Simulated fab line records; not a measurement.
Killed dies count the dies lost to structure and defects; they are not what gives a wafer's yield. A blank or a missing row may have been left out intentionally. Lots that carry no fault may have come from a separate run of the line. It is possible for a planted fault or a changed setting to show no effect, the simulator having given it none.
Which of the tools did it? :: flow gf180mcu :: 18 wafers from 6 lots sampled at 3 of the route's 602 steps

WHAT EACH GAUGE READ, for each wafer
GF_MIM_THK_MEAS_06.
lot: L673
measured: day 25 06:34
on: filmMetro-01
MIM_CVD_05_THK (nm): 42.2 40.9 41.4

lot: L677
measured: day 26 07:25
on: filmMetro-02
MIM_CVD_05_THK (nm): 40.7 41.3 41.7

lot: L682
measured: day 27 20:13
on: filmMetro-03
MIM_CVD_05_THK (nm): 42.1 41.7 42.6

lot: L687
measured: day 29 14:29
on: filmMetro-01
MIM_CVD_05_THK (nm): 45.2 44.2 45.6

lot: L689
measured: day 29 21:29
on: filmMetro-02
MIM_CVD_05_THK (nm): 41.5 42.8 42.1

lot: L693
measured: day 30 20:10
on: filmMetro-01
MIM_CVD_05_THK (nm): 41.4 41.8 42.1

TOOL THAT RAN EACH LOT (tool first, then ch and the chambers of the sampled wafers, then the start)
lot: L673
GF_MIM_SPUTTER_03: pvdSputter-02, day 25 06:29
GF_MIM_CVD_05: pecvd-03 ch 0,1,2, day 25 06:32

lot: L677
GF_MIM_SPUTTER_03: pvdSputter-02, day 26 07:20
GF_MIM_CVD_05: pecvd-01 ch 1,2, day 26 07:23

lot: L682
GF_MIM_SPUTTER_03: pvdSputter-03, day 27 20:07
GF_MIM_CVD_05: pecvd-03 ch 0,1, day 27 20:11

lot: L687
GF_MIM_SPUTTER_03: pvdSputter-04, day 29 14:24
GF_MIM_CVD_05: pecvd-01 ch 0,1,2, day 29 14:28

lot: L689
GF_MIM_SPUTTER_03: pvdSputter-02, day 29 21:23
GF_MIM_CVD_05: pecvd-03 ch 0,1,2, day 29 21:27

lot: L693
GF_MIM_SPUTTER_03: pvdSputter-03, day 30 20:04
GF_MIM_CVD_05: pecvd-02 ch 0,2, day 30 20:08
- GF_MIM_SPUTTER_03: material Ti, target thk 10 nm, time 6.7 s.
- GF_MIM_CVD_05: deposits Si3N4, target thk 42 nm, time 29.086 s.

THE ANSWER, worked out from the rows above alone
Rule: the usual values come from the lots themselves. Put in order of their means at a reading, lots are off if they are a third of the lots or fewer, leave a main group of 4 or more, and stand apart from it by a gap of 3 or more times the standard deviation of the main group's means; of several such gaps the widest counts. The tables above print the reading to a certain number of digits; a main group whose means all agree to those digits is not used. A lot without any number at a reading at which 4 lots or more have one is off too. All remaining lots with rows at the step are treated as sound.
Off: at GF_MIM_THK_MEAS_06 (MIM_CVD_05_THK), L687. The main group: mean 41.8 nm, standard deviation 0.35.
A tool fits if, at a process step before that reading, it ran every lot that is off, and no sound lot after the first of them. The gauges at GF_MIM_THK_MEAS_06 are tried like those tools. This does not decide it: 2 tools fit, namely pvdSputter-04 at GF_MIM_SPUTTER_03 and pecvd-01 at GF_MIM_CVD_05.

WHAT THE SIMULATOR HAD PUT IN
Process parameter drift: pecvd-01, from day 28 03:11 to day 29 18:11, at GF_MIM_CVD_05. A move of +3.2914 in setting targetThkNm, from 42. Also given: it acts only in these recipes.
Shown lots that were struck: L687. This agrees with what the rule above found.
